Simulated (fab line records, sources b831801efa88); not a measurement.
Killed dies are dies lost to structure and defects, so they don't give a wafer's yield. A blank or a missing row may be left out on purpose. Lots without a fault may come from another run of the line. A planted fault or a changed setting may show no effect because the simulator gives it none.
Problem report in the 8D (eight disciplines) form, filled by code | flow gf180mcu | the parts of the form that need people (team, actions taken, sign-off) are left out

1. THE PROBLEM
MIM_CVD_05_THK at GF_MIM_THK_MEAS_06 reads a mean of 38.4 nm on 3 wafers of 2 lots; wafers without a fault read 41.6 nm with a standard deviation of 0.51. That is -6.3 standard deviations from the usual mean.
First seen on wafer L642.6, day 28 10:17, on film_metro-04. The record holds 39 wafers of 13 lots with a number at this step. Rule for "out", or "out of limits": more than 4 standard deviations from the usual mean. The other wafers with a number count as sound.

2. WHAT IT IS AND WHAT IT IS NOT
question                    | is                           | is not
which readings at this step | MIM_CVD_05_THK               | -
which lots                  | L642, L647                   | L630, L633, L634, L636, L637, L638, L639, L641, L644, L650, L651
which wafers of those lots  | L642.6, L647.2, L647.6       | L642.3, L642.5, L647.3
read on which gauges        | film_metro-03, film_metro-04 | film_metro-02
when                        | from day 28 10:17            | up to then (26 sound wafers); but 10 sound wafers of L644, L647, L650, L651 came after

3. SUSPECTS, AND WHAT RULES EACH OUT
Counting: a tool at a process step up to the reading stays a suspect if it ran every lot that is out. Sound lots after the first of them don't rule it out here, since some wafers of a struck lot are sound.
- the gauge at GF_MIM_THK_MEAS_06: ruled out. The wafers that are out were read on 2 gauges (film_metro-03, film_metro-04).
- pecvd-01 at GF_MIM_CVD_05 (deposits Si3N4, target thk 42 nm, time 29.086 s): kept. It ran every lot that is out, first L642 (day 28 10:14); its last sound lot up to then is L641 (day 28 03:57).
Left after counting: pecvd-01 at GF_MIM_CVD_05.

4. THE CAUSE (what the simulator had put in)
Process parameter drift: pecvd-01, from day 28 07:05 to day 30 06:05, at GF_MIM_CVD_05. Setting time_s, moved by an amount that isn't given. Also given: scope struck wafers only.
Counting left only this tool.

5. THE CHAIN OF EFFECTS, in route order
Each row: a reading whose mean over the struck wafers that have a number lies more than 3 standard deviations from the usual. Only readings for which the record gives a usual standard deviation are gone through. hours: the time from each lot's start at the first step in this table that gives one to its start at this step, as a median over the lots. sigmas: the change in usual standard deviations.
hours | step               | reading        | usual   | on struck wafers | change | sigmas
0     | GF_MIM_CVD_05      | run_length_s   | 57.1 s  | 54.4             | -2.7   | -4.6
0     | GF_MIM_THK_MEAS_06 | MIM_CVD_05_THK | 41.6 nm | 38.4             | -3.2   | -6.3
The process steps in it:
- GF_MIM_CVD_05: deposits Si3N4, target thk 42 nm, time 29.086 s.
Later measuring or inspecting steps at which every struck wafer that the step has a row for has a number for every such reading, and none has moved that far: GF_M5_CD_MEAS_07, GF_M5_OVL_MEAS_08.

6. WHAT WOULD HAVE CAUGHT IT SOONER
In this record the first reading out of limits at a measuring or inspecting step was taken at day 28 10:17, 3 hours after the fault began at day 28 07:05.
The tool's own readings at GF_MIM_CVD_05 were out on some of the struck wafers (run_length_s): an alarm limit on them would have fired on those.
Of the lots that are out (2), L647 began GF_MIM_CVD_05 on pecvd-01 after day 28 10:17. A hold on the tool at that time would have spared it.
